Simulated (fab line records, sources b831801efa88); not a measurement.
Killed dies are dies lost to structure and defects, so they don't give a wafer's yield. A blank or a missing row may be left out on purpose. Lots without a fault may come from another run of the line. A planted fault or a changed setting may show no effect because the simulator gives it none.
Chamber matching | flow sky130 | SKY_VIA2_ETCH_14 on rie_diel-02: 4 sister chambers
The step etches BARC in N2/H2, stops on SiO2, time 45.9 s, target depth 60 nm. 24 wafers are shown with their chamber, then 12 later ones without.

WAFERS WITH THEIR CHAMBER
wafer  | chamber | drypump_motor_current_A (A) | throttle_valve_pct (%) | oes_product_au (a.u.)
L081.1 | 2       | 5.1                         | 13.216                 | 0.859
L081.2 | 0       | 6.7                         | 13.227                 | 0.861
L081.3 | 3       | 5.0                         | 13.222                 | 0.856
L081.4 | 1       | 6.0                         | 13.234                 | 0.852
L081.5 | 1       | 6.0                         | 13.230                 | 0.856
L081.6 | 0       | 6.7                         | 13.225                 | 0.857
L082.1 | 1       | 6.0                         | 13.226                 | 0.859
L082.2 | 0       | 6.7                         | 13.223                 | 0.860
L082.3 | 2       | 5.2                         | 13.231                 | 0.857
L082.4 | 3       | 5.1                         | 13.221                 | 0.860
L082.5 | 3       | 5.0                         | 13.225                 | 0.856
L082.6 | 0       | 6.7                         | 13.220                 | 0.850
L083.3 | 2       | 5.2                         | 13.228                 | 0.857
L083.4 | 3       | 5.0                         | 13.233                 | 0.855
L083.6 | 2       | 5.2                         | 13.226                 | 0.856
L088.2 | 1       | 6.0                         | 13.229                 | 0.858
L088.3 | 3       | 5.0                         | 13.229                 | 0.855
L088.6 | 3       | 5.0                         | 13.235                 | 0.853
L091.3 | 2       | 5.1                         | 13.221                 | 0.854
L091.4 | 0       | 6.7                         | 13.223                 | 0.861
L091.6 | 3       | 5.0                         | 13.223                 | 0.857
L090.1 | 2       | 5.1                         | 13.227                 | 0.852
L090.2 | 0       | 6.7                         | 13.233                 | 0.849
L090.3 | 1       | 6.0                         | 13.228                 | 0.851

SIGNATURES (means of the wafers above)
reading                 | chamber 0 | chamber 1 | chamber 2 | chamber 3 | scatter within a chamber
drypump_motor_current_A | 6.700     | 6.000     | 5.150     | 5.014     | 0.0343
throttle_valve_pct      | 13.22517  | 13.22940  | 13.22483  | 13.22686  | 0.00484
oes_product_au          | 0.85633   | 0.85520   | 0.85583   | 0.85600   | 0.00361
Rule: a wafer's distance from a chamber is the root of the sum, over the readings, of the square of ((its reading less the chamber's mean) divided by the reading's scatter). The wafer belongs to the nearest chamber; if the next one is less than 2 further off, it can't be placed. The scatter: the root of (the sum of the squares of (reading less its chamber's mean) over the shown wafers, divided by (wafers less chambers)).

WAFERS WITHOUT THEIR CHAMBER
wafer  | drypump_motor_current_A (A) | throttle_valve_pct (%) | oes_product_au (a.u.)
L090.4 | 5.1                         | 13.221                 | 0.853
L090.5 | 5.1                         | 13.225                 | 0.849
L090.6 | 6.0                         | 13.228                 | 0.859
L093.1 | 6.0                         | 13.212                 | 0.852
L093.2 | 5.1                         | 13.228                 | 0.856
L093.3 | 5.0                         | 13.231                 | 0.853
L093.4 | 6.7                         | 13.229                 | 0.857
L093.5 | 6.7                         | 13.236                 | 0.862
L093.6 | 6.0                         | 13.228                 | 0.861
L094.1 | 5.1                         | 13.226                 | 0.861
L094.5 | 5.0                         | 13.211                 | 0.852
L094.6 | 5.1                         | 13.223                 | 0.854

WHICH CHAMBER EACH WENT THROUGH
wafer  | from the rows above     | in truth
L090.4 | can't be placed: 2 or 3 | 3
L090.5 | can't be placed: 2 or 3 | 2
L090.6 | 1                       | 1
L093.1 | 1                       | 1
L093.2 | can't be placed: 2 or 3 | 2
L093.3 | 3                       | 3
L093.4 | 0                       | 0
L093.5 | 0                       | 0
L093.6 | 1                       | 1
L094.1 | can't be placed: 2 or 3 | 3
L094.5 | can't be placed: 3 or 2 | 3
L094.6 | can't be placed: 2 or 3 | 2
Placed correctly: 6 of 12. Can't be placed from these rows: 6 (the true chamber is among the candidates in 6). Placed wrongly: 0.
